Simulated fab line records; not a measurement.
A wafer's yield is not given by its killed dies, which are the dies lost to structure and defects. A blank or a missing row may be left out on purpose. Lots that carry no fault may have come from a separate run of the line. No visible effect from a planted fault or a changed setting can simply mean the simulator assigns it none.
Struck lot and sound lot, side by side ; flow sky130 ; 24 steps out of a route of 708
Sound: these wafers, L552.1, L552.3, L552.4. Struck: wafers L565.4, L565.5, L565.6. The cause is named last.
At each step with rows: each side's tool, then ch and its chambers, then its first start. Under that, the readings that differ: sound wafers ; struck wafers ; difference of the means ; sigmas: that difference in standard deviations of wafers without a fault.
alike: readings whose means differ by less than 2 such deviations, and words and numbers that are the same on both sides. not compared: withheld readings, readings that some wafer has no value for, bounds like >300 that may hide the same value, and numbers for which the record gives no deviation and whose values overlap.
A row with sigmas, a row that says differs or no value, or rows on one side alone: a step with any of these is where the two part. When numbers do not overlap yet have no deviation, they are printed without sigmas and do not part them. A reading that every wafer of one side lacks parts them only if that side has two wafers or more.

SKY_LI_CONTACT_SPUTTER_19: material Ti, target thk 20 nm, time 106.37 s.
  sound on pvd sputter-02, day 30 00:09; struck on pvd sputter-02, day 34 12:16
  alike: throttle valve pct
SKY_LI_CONTACT_SPUTTER_20: material TiN, target thk 20 nm, time 80 s.
  sound on pvd sputter-02, day 30 00:14; struck on pvd sputter-02, day 34 12:21
  alike: throttle valve pct
SKY_LI_CONTACT_CVD_21: deposits W, target thk 400 nm, time 120.56 s.
  sound on cvd w-01 ch 0,1, day 30 00:17; struck on cvd w-02 ch 0,1, day 34 12:29
reading;sound;struck;difference;sigmas
heater power w (W);915 924 844;789 781 792;-107;-2
SKY_LI_CONTACT_RS_MEAS_22: the measuring method here is four-point-probe.
  sound on film metro-02, day 30 00:25; struck on film metro-04, day 34 12:38
reading;sound;struck;difference;sigmas
LI_CONTACT_W_RS (ohm/sq);0.2890 0.2899 0.2876;0.2826 0.2820 0.2775;-0.0081;-3
SKY_LI_CONTACT_THK_MEAS_23: measures by xrf.
  sound on film metro-02, day 30 00:32; struck on film metro-04, day 34 12:43
reading;sound;struck;difference;sigmas
LI_CONTACT_W_THK (nm);399 396 399;415 418 425;+21;+3
SKY_LI_CONTACT_CMP_24: polishes, stops on PSG, t overpolish 20 s, target thk 0 nm.
  sound on cmp-01 ch 0,2,3, day 30 00:44; struck on cmp-01 ch 0,1,3, day 34 12:51
  alike: edge zone pressure frac, motor current A, overpolish run s, retaining ring pressure frac, time to endpoint s
then, 1 step without rows for these wafers: SKY_LOCAL_INTERCONNECT_SPUTTER_00 (material TiN, target thk 100 nm, time 83.3 s).
SKY_LOCAL_INTERCONNECT_RS_MEAS_01: the measuring method here is four-point-probe.
  sound on film metro-04, day 30 01:06; struck on film metro-01, day 34 13:10
  alike: LOCAL_INTERCONNECT_TIN_RS
SKY_LOCAL_INTERCONNECT_THK_MEAS_02: measures by xrf.
  sound on film metro-04, day 30 01:13; struck on film metro-01, day 34 13:16
  alike: LOCAL_INTERCONNECT_TIN_THK
then, 3 steps without rows for these wafers: SKY_LOCAL_INTERCONNECT_DEHYDRATE_03 (time 60 s); SKY_LOCAL_INTERCONNECT_HMDS_04 (prime time 60 s); SKY_LOCAL_INTERCONNECT_COAT_05 (resist thk 60 nm).
SKY_LOCAL_INTERCONNECT_COAT_06: resist thk 450 nm.
  sound on litho track-03 ch 0, day 30 14:00; struck on litho track-03 ch 0, day 35 02:00
reading;sound;struck;difference;sigmas
spin speed rpm (rpm);2998.1 2998.9 3000.6;2937.0 2931.9 2933.0;-65.2;-36
model.KrF-thick_of_LOCAL_INTERCONNECT_COAT_06.thk nm (nm);449.2 448.2 450.4;456.4 455.7 455.8;+6.7;
then, 4 steps without rows for these wafers: SKY_LOCAL_INTERCONNECT_SOFTBAKE_07 (time 91.17 s); SKY_LOCAL_INTERCONNECT_EXPOSE_08 (exposes mask LI1M, target cd 170 nm); SKY_LOCAL_INTERCONNECT_PEB_09; SKY_LOCAL_INTERCONNECT_DEVELOP_10 (develop time 60 s).
SKY_LOCAL_INTERCONNECT_CD_MEAS_11 targets a cd of 170 nm.
  sound on cd sem-01, day 31 04:55; struck on cd sem-02, day 35 15:59
  alike: cd nm
SKY_LOCAL_INTERCONNECT_OVL_MEAS_12:
  sound on overlay-02, day 31 05:02; struck on overlay-01, day 35 16:04
  alike: LOCAL_INTERCONNECT_OVL
SKY_LOCAL_INTERCONNECT_ETCH_13: etches BARC in N2/H2, stops on SiO2, time 47.1 s, target depth 60 nm.
  sound on rie metal-03 ch 0,1, day 31 05:04; struck on rie metal-01 ch 0,1, day 35 16:06
  alike: drypump motor current A, h2 flow sccm, he backside leak sccm, oes product au, throttle valve pct
  not compared: rf hours counter h
SKY_LOCAL_INTERCONNECT_METAL_ETCH_14: etches TiN in Cl2/BCl3, stops on PSG, target depth 110 nm, time 31.4 s.
  sound on rie metal-03 ch 0,1, day 31 05:08; struck on rie metal-01 ch 0,1, day 35 16:10
reading;sound;struck;difference;sigmas
model.KrF-thick_of_LOCAL_INTERCONNECT_COAT_06.thk nm (nm);349 347.4 345.7;352.3 353.1 352.4;+5.2;
  alike: bcl3 flow sccm, drypump motor current A, he backside leak sccm, oes product au, throttle valve pct
  not compared: rf hours counter h
SKY_LOCAL_INTERCONNECT_STRIP_15: strips in O2/N2.
  sound on plasma asher-04 ch 0,1, day 31 05:11; struck on plasma asher-04 ch 0,1, day 35 16:13
reading;sound;struck;difference;sigmas
strip time to endpoint s (s);4.739 4.705 4.696;4.750 4.776 4.768;+0.051;+3
  alike: drypump motor current A, oes product au
  not compared: rf hours counter h
then, 1 step without rows for these wafers: SKY_LOCAL_INTERCONNECT_STRIP_16 (strips in post etch residue remover, time 1200 s).
-- a jump in the record: the struck wafers' starts before and after are 14 days apart (it breaks off in module LOCAL_INTERCONNECT and resumes in module PAD_OPEN, where the first step shown is number 708 of the route) --
SKY_PAD_OPEN_PROBE_99:
  record: rows for the struck wafers here (prober-01, day 49 19:23), none for the sound ones

WHERE THEY PART
Last at SKY_PAD_OPEN_PROBE_99 as far as this record goes, first at SKY_LI_CONTACT_CVD_21.

WHY: what the simulator had put in
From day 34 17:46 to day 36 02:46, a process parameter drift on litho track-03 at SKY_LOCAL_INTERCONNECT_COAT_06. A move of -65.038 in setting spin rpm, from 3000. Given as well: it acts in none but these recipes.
